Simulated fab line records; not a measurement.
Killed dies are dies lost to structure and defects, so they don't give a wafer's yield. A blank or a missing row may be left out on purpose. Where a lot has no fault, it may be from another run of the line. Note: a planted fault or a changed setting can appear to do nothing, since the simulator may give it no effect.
A lot that was struck, set against a sound lot / flow sky130 / 17 steps out of a route of 708
Sound: wafers L421.3, L421.4, L421.5. The struck wafers were L439.1, L439.3, L439.4. The cause comes at the end.
Order at every step that has rows: each side's tool, ch and its chambers, its first start. Under that, the readings that differ: sound wafers / struck wafers / difference of the means / sigmas: that difference in standard deviations of wafers without a fault.
alike: words and numbers the same on both sides, and readings whose means are apart by under 2 such deviations; not compared: readings that were withheld, readings missing a value for some wafer, numbers with overlapping values and no deviation given by the record, and bounds like >300 which may hide the same value.
A row with sigmas, a row that says differs or no value, or rows on one side alone: a step with any of these is where the two part. When numbers do not overlap yet have no deviation, they are printed without sigmas and do not part them. Lack of a reading on every wafer of one side parts them only where that side has two or more wafers.

first, 1 step without rows for these wafers: SKY_SONOS_ONO_OXIDATION_00 (stabilise 600 s, purge 300 s, target thk 2.6 nm).
SKY_SONOS_ONO_THK_MEAS_01:
  sound: film-metro-03 at day 12 11:55; struck: film-metro-03 at day 17 15:08
  alike: SONOS_ONO_OXIDATION_THK
then, 1 step without rows for these wafers: SKY_SONOS_ONO_CVD_02 (deposits Si3N4 from DCS/NH3, target thk 10.5 nm, time 180 s).
SKY_SONOS_ONO_THK_MEAS_03:
  sound: film-metro-02 at day 12 13:23; struck: film-metro-01 at day 17 16:56
reading=SONOS_ONO_CVD_02_THK (nm); sound=10.70 10.64 10.53; struck=10.38 10.46 10.23; difference=-0.27; sigmas=-2
then, 1 step without rows for these wafers: SKY_SONOS_ONO_CVD_04 (deposits SiO2 from SiH4/N2O, target thk 5.7199 nm).
SKY_SONOS_ONO_THK_MEAS_05:
  sound: film-metro-02 at day 12 14:41; struck: film-metro-02 at day 17 18:52
  alike: SONOS_ONO_CVD_04_THK
then, 6 steps without rows for these wafers: SKY_SONOS_ONO_DEHYDRATE_06 (time 60 s); SKY_SONOS_ONO_HMDS_07 (prime time 60 s); SKY_SONOS_ONO_COAT_08 (resist thk 1140 nm); SKY_SONOS_ONO_SOFTBAKE_09 (time 60 s); SKY_SONOS_ONO_EXPOSE_10 (exposes mask ONOM, target cd 410 nm); SKY_SONOS_ONO_PEB_11.
SKY_SONOS_ONO_DEVELOP_12: develop time 60 s.
  sound on litho-track-04 ch 0, day 13 14:41; struck on litho-track-03 ch 0, day 19 00:23
SKY_SONOS_ONO_CD_MEAS_13: target cd 410 nm.
  sound: cd-sem-01 at day 13 14:50; struck: cd-sem-01 at day 19 00:50
reading=cd-nm (nm); sound=407.1 406.0 406.3; struck=391.7 391.3 392.8; difference=-14.5; sigmas=-5
  not compared: hold
SKY_SONOS_ONO_OVL_MEAS_14:
  sound: overlay-01 at day 13 14:55; struck: overlay-02 at day 19 06:54
reading=hold; sound=- - -; struck=await-dispo/6.0h/release await-dispo/6.0h/release await-dispo/6.0h/release; difference=no value on the sound wafers; sigmas=
  alike: SONOS_ONO_OVL
SKY_SONOS_ONO_ETCH_15: etches the open film in CHF3/O2, target depth 19.52 nm, time 7.8 s.
  sound on rie-diel-02 ch 0,1,2, day 13 14:57; struck on rie-diel-01 ch 1,2,3, day 19 06:56
reading=oes-product-au (a.u.); sound=1.020 1.010 1.010; struck=1.000 0.993 0.989; difference=-0.019; sigmas=-2
reading=model.SONOS_ONO.cd-nm (nm); sound=406.9 406.3 406.5; struck=391.5 391.4 392.5; difference=-14.8; sigmas=
  alike: drypump-motor-current-A, throttle-valve-pct
  not compared: rf-hours-counter-h
then, 1 step without rows for these wafers: SKY_SONOS_ONO_WET_ETCH_16 (etches SiO2 in dHF, target depth 14 nm, time 280 s).

## WHERE THEY PART
Last at SKY_SONOS_ONO_ETCH_15 as far as this record goes, first at SKY_SONOS_ONO_THK_MEAS_03.

WHY: the cause the simulator had injected
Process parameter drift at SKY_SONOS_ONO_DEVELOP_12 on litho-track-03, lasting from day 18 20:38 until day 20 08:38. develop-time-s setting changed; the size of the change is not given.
